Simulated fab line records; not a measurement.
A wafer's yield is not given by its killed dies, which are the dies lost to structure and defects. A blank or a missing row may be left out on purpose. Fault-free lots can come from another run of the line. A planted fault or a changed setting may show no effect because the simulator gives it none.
fab line records | flow sky130
record: lots: 12 wafers: 36 last-day: 50
route steps=708 shown LOCAL_INTERCONNECT@388 CONTACT@407 PAD_OPEN@708
lots that met no fault: from a run of the same line without faults
start-h: hours from the record's first day to the start of the lot's first wafer shown | wait-h: hours since the lot's step before | " repeats the value in the row above | L1.1+2: several wafers, shown together as one row | - no value, or no start was given | * or withheld: withheld | < > ~ a bound
route shown NAME@n: a module of which the file shows steps, and the number in the route of the first | usual: the fault-free wafers' mean and standard deviation | same: alike in all rows | chamber/n: place in a boat | sites: readings site by site | _std_site: standard deviation of those values | _edge_site: inner sites' mean taken away from outer sites' mean | radius-mm: for every site, how far away it sits from the centre of the wafer | mask NAME#n: copy n | behind: the tool/chamber that last shaped the wafer | hold: what put the lot on hold/how long, in hours/how the hold closed | device: transistor that didn't switch, given as n, p or np | end of line: the route-end tests of the same wafers | a step with no rows: only its recipe | killed: dies that structure and defects cost at the first sort, which is not the same as the wafer's yield | map: a wafer's dies, marking killed ones x, the rest . and places with no die _
set.NAME: the setting as run; set.NAME@STEP: as run at that earlier step | model.NAME: the simulator's own value behind a step, which no gauge read
a sample of lots followed through the steps of the route, with each step as a table and each wafer as a row
services: a tool's chamber out of use, with start hour (start-h, from the record's first day; less than 0 if before it), hours out, and reason
== steps ==
step: SKY_LOCAL_INTERCONNECT_RS_MEAS_01
recipe: thk-meas-gauge: four-point-probe reads: TiN_of_LOCAL_INTERCONNECT_SPUTTER_00
usual: LOCAL_INTERCONNECT_TIN_RS: 14.13/0.19
columns lot.wafer tool chamber start-h wait-h LOCAL_INTERCONNECT_TIN_RS[ohm/sq]
L688.1 film-metro-02 - 678.40 0.0 14.20
L688.2 " - " " 14.29
L688.3 " - " " 14.23
L692.1 film-metro-04 - 718.25 0.0 14.17
L692.2 " - " " 14.14
L692.4 " - " " 14.13
L693.2 film-metro-03 - 728.92 0.1 14.07
L693.4 " - " " 14.14
L693.6 " - " " 14.17
L694.1 film-metro-03 - 731.65 0.0 14.24
L694.3 " - " " 14.26
L694.4 " - " " 14.09
L698.1 film-metro-04 - 765.70 0.0 14.15
L698.4 " - " " 13.98
L698.6 " - " " 14.00
L699.1 film-metro-02 - 775.15 0.0 14.24
L699.3 " - " " 14.23
L699.6 " - " " 14.17
L700.2 film-metro-03 - 783.12 0.1 14.42
L700.5 " - " " 14.45
L700.6 " - " " 14.23
L701.2 film-metro-03 - 787.64 0.1 13.92
L701.4 " - " " 14.11
L701.5 " - " " 13.93
L702.1 film-metro-04 - 795.61 0.0 14.00
L702.3 " - " " 14.30
L702.4 " - " " 13.99
L703.2 film-metro-04 - 807.89 0.1 14.03
L703.3 " - " " 13.93
L703.4 " - " " 14.12
L710.3 film-metro-02 - 845.34 0.1 14.00
L710.4 " - " " 13.96
L710.5 " - " " 13.99
L711.3 film-metro-03 - 854.34 0.1 13.93
L711.4 " - " " 13.96
L711.5 " - " " 13.90
step: SKY_LOCAL_INTERCONNECT_CD_MEAS_11
recipe: target-cd-nm: 170
usual: cd-nm: 169.8/1.8
columns lot.wafer tool chamber start-h wait-h cd-nm
L688.1 cd-sem-02 - 706.91 - 170.7
L688.2 " - " " 168.8
L688.3 " - " " 168.0
L692.1 cd-sem-02 - 745.27 - 170.2
L692.2 " - " " 170.2
L692.4 " - " " 170.8
L693.2 cd-sem-02 - 755.54 - 171.1
L693.4 " - " " 173.9
L693.6 " - " " 172.8
L694.1 cd-sem-02 - 758.56 - 167.2
L694.3 " - " " 168.8
L694.4 " - " " 169.7
L698.1 cd-sem-02 - 791.91 - 169.6
L698.4 " - " " 169.3
L698.6 " - " " 168.1
L699.1 cd-sem-01 - 801.60 - 169.2
L699.3 " - " " 169.4
L699.6 " - " " 169.6
L700.2 cd-sem-02 - 809.23 - 168.3
L700.5 " - " " 170.2
L700.6 " - " " 169.4
L701.2 cd-sem-02 - 814.02 - 170.3
L701.4 " - " " 168.1
L701.5 " - " " 169.1
L702.1 cd-sem-01 - 822.06 - 171.0
L702.3 " - " " 172.1
L702.4 " - " " 172.1
L703.2 cd-sem-01 - 834.53 - 173.7
L703.3 " - " " 172.6
L703.4 " - " " 173.7
L710.3 cd-sem-01 - 870.61 - 169.9
L710.4 " - " " 169.0
L710.5 " - " " 169.4
L711.3 cd-sem-02 - 880.26 - 168.0
L711.4 " - " " 168.3
L711.5 " - " " 168.4
step: SKY_LOCAL_INTERCONNECT_METAL_ETCH_14
recipe: target-depth-nm: 110 stop-on: PSG chemistry: Cl2/BCl3 target: TiN resist-sidewall-deg: 88 pressure-mtorr: 10 icp-w: 900 bias-w: 48.5 Cl2_flow_sccm: 60 bcl3-flow-sccm: 30 time-s: 31.4
usual: bcl3-flow-sccm: 30.00/0.09 drypump-motor-current-A: 5.4/0.36 oes-product-au: 0.941/0.0086 rf-fwd-power-W: 890/3.4 throttle-valve-pct: 21.902/0.0098
same: time-s: 31.4
columns lot.wafer tool chamber start-h wait-h bcl3-flow-sccm drypump-motor-current-A oes-product-au rf-fwd-power-W rf-hours-counter-h throttle-valve-pct
L688.1 rie-metal-03 1 707.13 0.0 30.05 6.0 0.937 893 11 21.907
L688.2 " 0 " " 29.91 5.1 0.936 890 4 21.895
L688.3 " 0 " " 30.00 5.1 0.940 896 - 21.898
L692.1 rie-metal-04 1 745.49 0.0 30.00 4.9 0.940 885 7 21.909
L692.2 " 0 " " 30.13 5.6 0.942 884 10 21.903
L692.4 " 1 " " 30.01 5.0 0.941 887 - 21.903
L693.2 rie-metal-03 1 755.74 0.0 29.88 6.0 0.950 887 12 21.887
L693.4 " 1 " " 29.87 6.0 0.942 892 - 21.889
L693.6 " 0 " " 30.00 5.1 0.934 896 - 21.915
L694.1 rie-metal-04 0 758.78 0.0 29.96 5.6 0.942 885 10 21.919
L694.3 " 0 " " 30.00 5.5 0.941 885 - 21.889
L694.4 " 1 " " 29.94 5.0 0.946 889 - 21.902
L698.1 rie-metal-03 0 792.13 0.0 29.91 5.1 0.939 892 7 21.908
L698.4 " 1 " " 29.85 6.0 0.941 885 - 21.913
L698.6 " 1 " " 29.89 6.0 0.948 888 - 21.898
L699.1 rie-metal-03 0 801.82 0.0 30.04 5.2 0.930 890 7 21.920
L699.3 " 0 " " 29.97 5.2 0.941 890 - 21.907
L699.6 " 1 " " 30.02 6.0 0.937 890 - 21.896
L700.2 rie-metal-03 1 809.43 0.0 30.20 6.0 0.930 887 14 21.906
L700.5 " 1 " " 30.13 6.0 0.933 891 - 21.897
L700.6 " 0 " " 29.90 5.2 0.940 892 - 21.915
L701.2 rie-metal-03 1 814.22 0.0 29.92 6.0 0.949 892 14 21.894
L701.4 " 0 " " 30.05 5.1 0.944 887 - 21.897
L701.5 " 0 " " 29.94 5.2 0.948 887 - 21.892
L702.1 rie-metal-03 1 822.28 0.0 29.92 6.0 0.945 893 14 21.876
L702.3 " 0 " " 30.04 5.1 0.935 892 - 21.923
L702.4 " 1 " " 29.95 6.0 0.946 890 - 21.885
L703.2 rie-metal-03 0 834.73 0.0 30.04 5.1 0.946 890 8 21.909
L703.3 " 1 " " 29.87 6.0 0.957 889 - 21.896
L703.4 " 0 " " 30.10 5.1 0.945 889 - 21.896
L710.3 rie-metal-03 0 870.81 0.0 30.12 5.2 0.905 754 - 21.932
L710.4 " 1 " " 30.06 5.9 0.944 890 - 21.888
L710.5 " 0 " " 30.03 5.1 0.901 753 - 21.926
L711.3 rie-metal-03 0 880.54 0.1 29.94 5.2 0.906 750 - 21.925
L711.4 " 0 " " 29.95 5.2 0.906 753 - 21.932
L711.5 " 0 " " 29.91 5.2 0.905 753 - 21.918
step: SKY_LOCAL_INTERCONNECT_STRIP_15
recipe: chemistry: O2/N2 power-w: 1400 pressure-mtorr: 1500 platen-temp-c: withheld o2-flow-sccm: 3000 n2-flow-sccm: 300 overash-fraction: 0.5
usual: drypump-motor-current-A: 5.6/0.47 n2-flow-sccm: 300.0/0.88 oes-product-au: 0.426/0.0045 strip-time-to-endpoint-s: 4.713/0.024
columns lot.wafer tool chamber start-h wait-h drypump-motor-current-A n2-flow-sccm oes-product-au rf-hours-counter-h strip-time-to-endpoint-s
L688.1 plasma-asher-02 1 707.18 0.0 6.0 299.8 0.427 103 4.720
L688.2 " 0 " " 5.4 300.7 0.432 103 4.710
L688.3 " 0 " " 5.4 298.7 0.424 - 4.718
L692.1 plasma-asher-01 1 745.54 0.0 6.5 301.4 0.432 61 4.710
L692.2 " 0 " " 5.3 299.6 0.434 61 4.708
L692.4 " 0 " " 5.3 300.0 0.418 - 4.717
L693.2 plasma-asher-03 0 755.79 0.0 5.6 300.0 0.435 33 4.732
L693.4 " 0 " " 5.6 301.4 0.426 - 4.732
L693.6 " 0 " " 5.6 300.9 0.429 - 4.733
L694.1 plasma-asher-01 0 758.83 0.0 5.3 299.6 0.423 62 4.687
L694.3 " 0 " " 5.3 299.7 0.423 - 4.679
L694.4 " 1 " " 6.5 299.4 0.421 - 4.699
L698.1 plasma-asher-02 1 792.18 0.0 6.0 299.4 0.421 5 4.698
L698.4 " 0 " " 5.4 299.1 0.421 - 4.676
L698.6 " 1 " " 6.0 301.0 0.423 - 4.682
L699.1 plasma-asher-02 1 801.88 0.0 6.0 300.5 0.424 6 4.745
L699.3 " 1 " " 6.1 300.0 0.421 - 4.738
L699.6 " 0 " " 5.4 300.3 0.420 - 4.736
L700.2 plasma-asher-03 0 809.48 0.0 5.6 299.7 0.424 38 4.729
L700.5 " 1 " " 5.2 300.7 0.426 - 4.732
L700.6 " 0 " " 5.6 299.5 0.427 - 4.743
L701.2 plasma-asher-02 1 814.27 0.0 6.0 298.1 0.424 7 4.723
L701.4 " 0 " " 5.4 300.2 0.431 - 4.737
L701.5 " 0 " " 5.4 299.6 0.433 - 4.748
L702.1 plasma-asher-03 1 822.33 0.0 5.2 300.5 0.418 39 4.728
L702.3 " 1 " " 5.1 300.0 0.425 - 4.710
L702.4 " 0 " " 5.6 299.5 0.431 - 4.706
L703.2 plasma-asher-01 1 834.78 0.0 6.5 299.9 0.430 68 4.708
L703.3 " 1 " " 6.5 298.0 0.434 - 4.719
L703.4 " 0 " " 5.3 299.8 0.419 - 4.712
L710.3 plasma-asher-01 0 870.87 0.1 5.3 300.3 0.439 - 4.815
L710.4 " 1 " " 6.5 301.0 0.421 - 4.737
L710.5 " 1 " " 6.5 299.9 0.436 - 4.806
L711.3 plasma-asher-03 1 880.64 0.1 5.1 298.6 0.421 - 4.754
L711.4 " 0 " " 5.6 299.8 0.439 - 4.761
L711.5 " 1 " " 5.1 298.6 0.435 - 4.771
step: SKY_CONTACT_THK_MEAS_01
recipe: reads: Si3N4_of_CONTACT_CVD_00
usual: CONTACT_CVD_00_THK: 75.0/1
columns lot.wafer tool chamber start-h wait-h CONTACT_CVD_00_THK[nm]
L688.1 film-metro-03 - 707.86 - 75.2
L688.2 " - " " 76.7
L688.3 " - " " 75.2
L692.1 film-metro-01 - 746.16 - 73.1
L692.2 " - " " 74.3
L692.4 " - " " 75.3
L693.2 film-metro-01 - 756.42 - 73.5
L693.4 " - " " 75.5
L693.6 " - " " 75.8
L694.1 film-metro-04 - 759.46 - 74.8
L694.3 " - " " 74.8
L694.4 " - " " 75.3
L698.1 film-metro-04 - 792.83 - 75.0
L698.4 " - " " 76.9
L698.6 " - " " 76.2
L699.1 film-metro-04 - 802.53 - 74.0
L699.3 " - " " 74.9
L699.6 " - " " 75.3
L700.2 film-metro-03 - 810.13 - 74.4
L700.5 " - " " 74.6
L700.6 " - " " 75.4
L701.2 film-metro-04 - 814.94 - 75.8
L701.4 " - " " 76.2
L701.5 " - " " 76.3
L702.1 film-metro-01 - 822.96 - 73.0
L702.3 " - " " 72.4
L702.4 " - " " 74.0
L703.2 film-metro-03 - 835.46 - 74.8
L703.3 " - " " 74.2
L703.4 " - " " 76.1
L710.4 film-metro-03 - 871.63 - 75.5
step: SKY_PAD_OPEN_PROBE_99
usual: killed_at_M0_to_M3: 42/7.2 killed_at_M4_up: 3.5/1.8 killed-at-contacts: 25/5.7 killed-at-front-end: 16/4.6 killed-at-other: 0.2/0.41 killed-dies: 86/9.3 killed-on-rim: 17/3.9 killed-open: 47/6.3 killed-short: 39/5.9
same: gross-dies: 492 killed-at-back-side: 0
columns lot.wafer tool chamber start-h wait-h killed_at_M0_to_M3 killed_at_M4_up killed-at-contacts killed-at-front-end killed-at-other killed-dies killed-on-rim killed-open killed-short
L692.1 prober-01 - 1106.15 0.1 42 3 25 13 0 83 19 40 43
L692.2 prober-01 - 1106.20 0.1 47 6 21 21 0 95 16 45 50
L692.4 prober-01 - 1106.30 0.2 30 2 20 19 2 73 12 45 28
L693.2 prober-02 - 1114.44 0.1 47 5 27 23 1 103 23 57 46
L693.4 prober-02 - 1114.54 0.2 42 1 21 22 0 86 26 55 31
L693.6 prober-02 - 1114.64 0.2 41 3 27 14 1 86 17 46 40
L694.1 prober-01 - 1115.93 0.1 45 1 19 16 0 81 21 40 41
L694.3 prober-01 - 1116.03 0.2 33 3 24 24 0 84 19 45 39
L694.4 prober-01 - 1116.08 0.2 41 0 31 18 0 90 13 47 43
L698.1 prober-01 - 1143.86 0.1 39 5 21 14 0 79 17 41 38
L698.4 prober-01 - 1144.01 0.2 44 5 25 12 0 86 19 47 39
L698.6 prober-01 - 1144.11 0.2 35 5 30 12 0 82 25 49 33
L699.1 prober-02 - 1146.49 0.1 42 3 33 10 0 88 21 49 39
L699.3 prober-02 - 1146.59 0.2 37 3 18 14 0 72 19 39 33
L699.6 prober-02 - 1146.74 0.2 35 4 25 20 0 84 13 45 39
L700.2 prober-01 - 1152.04 0.1 43 3 27 10 0 83 14 47 36
L700.5 prober-01 - 1152.19 0.2 42 5 19 19 1 86 15 49 37
L700.6 prober-01 - 1152.24 0.2 38 5 35 15 0 93 16 52 41
L701.2 prober-02 - 1155.85 0.1 33 4 23 21 0 81 15 39 42
L701.4 prober-02 - 1155.95 0.2 61 4 21 12 0 98 21 55 43
L701.5 prober-02 - 1156.00 0.2 43 4 25 12 0 84 15 46 38
L703.2 prober-02 - 1169.88 0.1 24 3 30 17 0 74 8 45 29
L703.3 prober-02 - 1169.93 0.2 46 3 35 19 0 103 17 56 47
L703.4 prober-02 - 1169.98 0.2 45 3 27 31 0 106 24 60 46
L710.3 prober-01 - 1193.69 0.2 38 4 427 23 0 492 96 47 38
L710.4 prober-01 - 1193.74 0.2 38 5 26 7 0 76 21 45 31
L710.5 prober-01 - 1193.79 0.2 47 3 424 18 0 492 96 47 44
L711.3 prober-02 - 1200.72 0.2 42 3 432 15 0 492 96 45 30
L711.4 prober-02 - 1200.77 0.2 34 4 450 4 0 492 96 46 22
L711.5 prober-02 - 1200.82 0.2 40 3 438 10 1 492 96 48 32
killed by level:class
L692.1 VIA2:geometric-particle:open=13 LOCAL_INTERCONNECT:geometric-particle:short=7 METAL1:geometric-particle:short=6 VIA2:geometric-particle:short=6 LI_CONTACT:geometric-particle:open=5 CONTACT:geometric-particle:open=5 VIA3:geometric-particle:open=5 LI_CONTACT:geometric-particle:short=4
L692.2 VIA1:geometric-particle:open=11 VIA2:geometric-particle:open=8 CONTACT:geometric-particle:open=7 POLY_GATE:geometric-particle:short=6 FIELD_ISO:geometric-particle:short=5 METAL1:geometric-particle:short=5 LOCAL_INTERCONNECT:geometric-particle:short=5 VIA3:geometric-particle:open=5
L692.4 VIA1:geometric-particle:open=10 CONTACT:geometric-particle:open=10 METAL1:geometric-particle:short=7 VIA3:geometric-particle:open=5 FIELD_ISO:geometric-particle:open=4 POLY_GATE:geometric-particle:open=4 LOCAL_INTERCONNECT:geometric-particle:short=4 CONTACT:geometric-particle:short=3
L693.2 VIA1:geometric-particle:open=12 CONTACT:geometric-particle:open=11 VIA1:geometric-particle:short=8 VIA3:geometric-particle:open=8 FIELD_ISO:geometric-particle:open=7 LI_CONTACT:geometric-particle:open=7 CONTACT:geometric-particle:short=6 FIELD_ISO:geometric-particle:short=5
L693.4 VIA1:geometric-particle:open=12 CONTACT:geometric-particle:open=9 VIA3:geometric-particle:open=8 FIELD_ISO:geometric-particle:open=7 LOCAL_INTERCONNECT:geometric-particle:short=7 SPACER:geometric-particle:open=6 METAL1:geometric-particle:short=5 FIELD_ISO:geometric-particle:short=4
L693.6 VIA1:geometric-particle:open=13 CONTACT:geometric-particle:open=9 VIA2:geometric-particle:open=7 FIELD_ISO:geometric-particle:open=6 CONTACT:geometric-particle:short=6 VIA2:geometric-particle:short=6 LI_CONTACT:geometric-particle:short=5 LI_CONTACT:geometric-particle:open=5
L694.1 VIA2:geometric-particle:open=8 VIA3:geometric-particle:open=7 FIELD_ISO:geometric-particle:short=6 VIA1:geometric-particle:open=6 CONTACT:geometric-particle:open=6 METAL2:geometric-particle:short=6 FIELD_ISO:geometric-particle:open=5 VIA1:geometric-particle:short=5
L694.3 VIA1:geometric-particle:open=9 CONTACT:geometric-particle:open=8 CONTACT:geometric-particle:short=7 FIELD_ISO:geometric-particle:short=7 FIELD_ISO:geometric-particle:open=6 LI_CONTACT:geometric-particle:open=5 VIA2:geometric-particle:open=5 METAL1:geometric-particle:short=5
L694.4 LI_CONTACT:geometric-particle:open=9 CONTACT:geometric-particle:short=8 CONTACT:geometric-particle:open=7 VIA2:geometric-particle:open=7 VIA1:geometric-particle:open=7 POLY_GATE:geometric-particle:open=6 METAL2:geometric-particle:short=6 VIA3:geometric-particle:open=6
L698.1 VIA1:geometric-particle:open=10 VIA1:geometric-particle:short=7 LI_CONTACT:geometric-particle:open=6 VIA3:geometric-particle:open=6 CONTACT:geometric-particle:open=6 FIELD_ISO:geometric-particle:short=4 CONTACT:geometric-particle:short=4 VIA2:geometric-particle:open=4
L698.4 CONTACT:geometric-particle:open=9 VIA1:geometric-particle:open=8 LI_CONTACT:geometric-particle:open=8 VIA2:geometric-particle:open=8 VIA2:geometric-particle:short=5 METAL1:geometric-particle:short=5 FIELD_ISO:geometric-particle:open=4 CONTACT:geometric-particle:short=4
L698.6 CONTACT:geometric-particle:open=14 VIA1:geometric-particle:open=9 LI_CONTACT:geometric-particle:open=7 METAL1:geometric-particle:short=6 CONTACT:geometric-particle:short=5 FIELD_ISO:geometric-particle:short=4 METAL2:geometric-particle:short=4 VIA2:geometric-particle:open=4
L699.1 CONTACT:geometric-particle:open=16 VIA1:geometric-particle:open=10 METAL1:geometric-particle:short=8 VIA2:geometric-particle:open=7 LI_CONTACT:geometric-particle:open=6 CONTACT:geometric-particle:short=6 METAL2:geometric-particle:short=5 METAL1:geometric-particle:open=3
L699.3 CONTACT:geometric-particle:open=12 VIA1:geometric-particle:open=8 VIA1:geometric-particle:short=6 METAL2:geometric-particle:short=6 VIA3:geometric-particle:open=5 POLY_GATE:geometric-particle:short=4 METAL1:geometric-particle:short=4 FIELD_ISO:geometric-particle:short=3
L699.6 VIA1:geometric-particle:open=9 CONTACT:geometric-particle:open=9 CONTACT:geometric-particle:short=8 FIELD_ISO:geometric-particle:short=5 FIELD_ISO:geometric-particle:open=5 POLY_GATE:geometric-particle:short=5 METAL1:geometric-particle:short=5 LI_CONTACT:geometric-particle:open=4
L700.2 CONTACT:geometric-particle:open=14 METAL1:geometric-particle:short=7 VIA2:geometric-particle:open=7 VIA3:geometric-particle:open=6 POLY_GATE:geometric-particle:short=4 LI_CONTACT:geometric-particle:open=4 VIA1:geometric-particle:open=4 METAL2:geometric-particle:short=4
L700.5 VIA1:geometric-particle:open=10 VIA3:geometric-particle:open=9 VIA2:geometric-particle:open=7 LOCAL_INTERCONNECT:geometric-particle:short=5 POLY_GATE:geometric-particle:short=5 FIELD_ISO:geometric-particle:open=4 FIELD_ISO:geometric-particle:short=4 LI_CONTACT:geometric-particle:open=4
L700.6 VIA1:geometric-particle:open=13 LI_CONTACT:geometric-particle:open=11 CONTACT:geometric-particle:open=9 LOCAL_INTERCONNECT:geometric-particle:short=5 CONTACT:geometric-particle:short=5 FIELD_ISO:geometric-particle:short=4 POLY_GATE:geometric-particle:short=4 METAL2:geometric-particle:short=4
L701.2 VIA3:geometric-particle:open=9 LI_CONTACT:geometric-particle:open=7 FIELD_ISO:geometric-particle:short=6 VIA1:geometric-particle:open=6 CONTACT:geometric-particle:short=5 METAL1:geometric-particle:short=5 FIELD_ISO:geometric-particle:open=4 CONTACT:geometric-particle:open=4
L701.4 VIA3:geometric-particle:open=10 VIA1:geometric-particle:open=9 METAL2:geometric-particle:short=9 LI_CONTACT:geometric-particle:open=7 LOCAL_INTERCONNECT:geometric-particle:short=5 CONTACT:geometric-particle:open=5 METAL1:geometric-particle:short=5 VIA1:geometric-particle:short=5
L701.5 METAL2:geometric-particle:short=10 VIA1:geometric-particle:open=8 LI_CONTACT:geometric-particle:open=7 LOCAL_INTERCONNECT:geometric-particle:short=7 CONTACT:geometric-particle:open=7 VIA3:geometric-particle:open=6 VIA2:geometric-particle:open=5 POLY_CUT:geometric-particle:open=3
L703.2 CONTACT:geometric-particle:open=12 LI_CONTACT:geometric-particle:open=8 VIA1:geometric-particle:open=7 LOCAL_INTERCONNECT:geometric-particle:short=5 VIA3:geometric-particle:open=5 POLY_GATE:geometric-particle:open=4 CONTACT:geometric-particle:short=4 FIELD_ISO:geometric-particle:short=3
L703.3 CONTACT:geometric-particle:open=19 VIA1:geometric-particle:open=12 POLY_GATE:geometric-particle:short=7 FIELD_ISO:geometric-particle:short=6 VIA2:geometric-particle:open=6 METAL2:geometric-particle:short=6 CONTACT:geometric-particle:short=6 VIA1:geometric-particle:short=5
L703.4 VIA3:geometric-particle:open=15 CONTACT:geometric-particle:open=10 FIELD_ISO:geometric-particle:short=9 POLY_GATE:geometric-particle:short=8 VIA1:geometric-particle:open=7 VIA2:geometric-particle:open=7 POLY_GATE:geometric-particle:open=6 FIELD_ISO:geometric-particle:open=5
L710.3 LOCAL_INTERCONNECT:area-etch=407 VIA1:geometric-particle:open=17 FIELD_ISO:geometric-particle:short=7 LI_CONTACT:geometric-particle:open=7 POLY_GATE:geometric-particle:short=5 FIELD_ISO:geometric-particle:open=4 CONTACT:geometric-particle:short=4 CONTACT:geometric-particle:open=4
L710.4 CONTACT:geometric-particle:open=10 VIA1:geometric-particle:open=10 VIA3:geometric-particle:open=8 LI_CONTACT:geometric-particle:open=6 LOCAL_INTERCONNECT:geometric-particle:short=5 METAL2:geometric-particle:short=4 VIA2:geometric-particle:short=4 VIA2:geometric-particle:open=4
L710.5 LOCAL_INTERCONNECT:area-etch=401 VIA1:geometric-particle:open=11 VIA2:geometric-particle:open=9 CONTACT:geometric-particle:open=7 CONTACT:geometric-particle:short=7 VIA1:geometric-particle:short=6 VIA3:geometric-particle:open=6 FIELD_ISO:geometric-particle:short=5
L711.3 LOCAL_INTERCONNECT:area-etch=417 VIA2:geometric-particle:open=10 VIA1:geometric-particle:open=9 METAL1:geometric-particle:short=7 VIA3:geometric-particle:open=6 FIELD_ISO:geometric-particle:short=5 FIELD_ISO:geometric-particle:open=4 CONTACT:geometric-particle:open=4
L711.4 LOCAL_INTERCONNECT:area-etch=424 VIA1:geometric-particle:open=12 CONTACT:geometric-particle:open=9 LI_CONTACT:geometric-particle:open=9 VIA2:geometric-particle:open=7 VIA3:geometric-particle:short=4 LOCAL_INTERCONNECT:geometric-particle:short=4 VIA3:geometric-particle:open=4
L711.5 LOCAL_INTERCONNECT:area-etch=412 VIA1:geometric-particle:open=9 CONTACT:geometric-particle:open=9 VIA2:geometric-particle:open=8 METAL1:geometric-particle:short=6 LI_CONTACT:geometric-particle:open=6 CONTACT:geometric-particle:short=6 VIA3:geometric-particle:open=6
== services ==
columns tool chamber start-h hours kind
plasma-asher-01 - 690.99 0.4 repair
plasma-asher-03 - 713.95 3.5 repair
rie-metal-03 - 720.92 0.2 repair
plasma-asher-02 - 733.75 9.0 pm
plasma-asher-02 0 733.75 9.0 vent-cycle
plasma-asher-02 1 733.75 9.0 vent-cycle
plasma-asher-02 0 742.75 - clean
plasma-asher-02 1 742.75 - clean
rie-metal-03 - 783.10 0.2 repair
plasma-asher-01 - 785.34 11.6 repair
rie-metal-03 1 817.14 2.1 repair
plasma-asher-01 - 829.82 3.3 repair
rie-metal-03 - 843.10 1.4 pm
rie-metal-04 1 846.61 29.5 repair
rie-metal-03 1 871.88 25.6 repair
== key ==
first-sign: step: SKY_LOCAL_INTERCONNECT_METAL_ETCH_14 reading: rf-fwd-power-W direction: down sigmas: 40 usual: 890 struck: 753
effect: step: SKY_LOCAL_INTERCONNECT_METAL_ETCH_14 reading: oes-product-au direction: down sigmas: 4.3 usual: 0.941 struck: 0.904
effect: step: SKY_LOCAL_INTERCONNECT_STRIP_15 reading: strip-time-to-endpoint-s direction: up sigmas: 2.9 usual: * struck: *
effect: step: SKY_PAD_OPEN_PROBE_99 reading: killed-at-contacts direction: up sigmas: 72 usual: 25 struck: 434
more-kills-born-at: SKY_LOCAL_INTERCONNECT_METAL_ETCH_14@rie-metal-03: 2061
met-at SKY_LOCAL_INTERCONNECT_METAL_ETCH_14
struck-lots L710,L711
struck-wafers L710.3,L710.5,L711.3,L711.4,L711.5
later-rows-left-out L710.3,L710.5,L711.3,L711.4,L711.5
tester-left-out L710,L711
not-acting-at SKY_LOCAL_INTERCONNECT_RS_MEAS_01,SKY_LOCAL_INTERCONNECT_CD_MEAS_11,SKY_CONTACT_THK_MEAS_01
onset-between 834.73 870.81
fault: kind: process-parameter-drift tool: rie-metal-03 chamber: 0 onset-h: 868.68 steps: SKY_LOCAL_INTERCONNECT_METAL_ETCH_14 channel: icp-w offset: -144 shape: step end-h: 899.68 acts-in: these-recipes-only stated: 900
tester-left-out: of these lots the tester's yield and bins aren't shown, on N5 and GAA mostly nor the transistor test; their killed dies are dies lost to structure and defects alone, not to doping, threshold or leakage, so they don't give the yield
later-rows-left-out: the simulator's readings of these wafers behind a module that went badly wrong aren't trusted and aren't shown, but for the sort
